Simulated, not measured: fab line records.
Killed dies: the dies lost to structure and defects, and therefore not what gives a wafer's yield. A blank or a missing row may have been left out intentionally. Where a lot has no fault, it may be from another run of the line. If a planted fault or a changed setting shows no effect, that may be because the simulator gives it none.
Which of the tools did it? -- flow gf180mcu -- 7 lots with 21 wafers sampled at 3 steps, on a route of 602 steps

WHAT THE GAUGES READ, wafer by wafer
GF_V3_CD_MEAS_14 targets a cd of 260 nm.
lot,measured,on,cdNm (nm)
L702,day 22 12:34,cdSem-02,259.9 259.4 259.0
L705,day 23 11:46,cdSem-02,262.5 261.3 263.2
L709,day 25 06:26,cdSem-01,261.6 260.9 261.2
L713,day 27 00:37,cdSem-02,260.6 259.7 260.8
L715,day 27 05:31,cdSem-02,260.2 259.3 260.6
L720,day 28 15:19,cdSem-02,258.4 259.5 258.0
L723,day 29 08:12,cdSem-02,257.8 257.9 259.9

WHAT TOOL EACH LOT RAN ON (gives the tool, then ch and the chambers of the sampled wafers, and finally the start)
lot,GF_M3_SPUTTER_01,GF_V3_EXPOSE_11
L702,"pvdSputter-04, day 20 12:58","krfScanner-02 ch 0, day 22 01:31"
L705,"pvdSputter-01, day 21 12:19","krfScanner-01 ch 0, day 23 00:33"
L709,"pvdSputter-04, day 23 07:43","krfScanner-02 ch 0, day 24 19:14"
L713,"pvdSputter-02, day 25 04:34","krfScanner-01 ch 0, day 26 13:53"
L715,"pvdSputter-02, day 25 10:00","krfScanner-02 ch 0, day 26 18:49"
L720,"pvdSputter-04, day 26 21:08","krfScanner-01 ch 0, day 28 05:47"
L723,"pvdSputter-01, day 27 15:39","krfScanner-01 ch 0, day 28 23:09"
- GF_M3_SPUTTER_01: material TiN, target thk 30 nm, time 25 s.
- GF_V3_EXPOSE_11: exposes mask Via3, target cd 260 nm.

THE ANSWER, worked out from the rows above alone
Rule: usual is defined by the lots themselves. The widest of any qualifying gaps counts: lots, ordered by their means at a reading, are off when they make up no more than a third of the lots, leave a main group of 4 or more, and stand apart from it by 3 or more times the standard deviation of that group's means. The tables above print the reading to a certain number of digits; a main group whose means all agree to those digits is not used. A lot without any number at a reading at which 4 lots or more have one is off too. Where the step has rows for the other lots, those lots are counted as sound.
No lot is off at any reading shown: from this, nothing can be told.

WHAT THE SIMULATOR HAD INSERTED
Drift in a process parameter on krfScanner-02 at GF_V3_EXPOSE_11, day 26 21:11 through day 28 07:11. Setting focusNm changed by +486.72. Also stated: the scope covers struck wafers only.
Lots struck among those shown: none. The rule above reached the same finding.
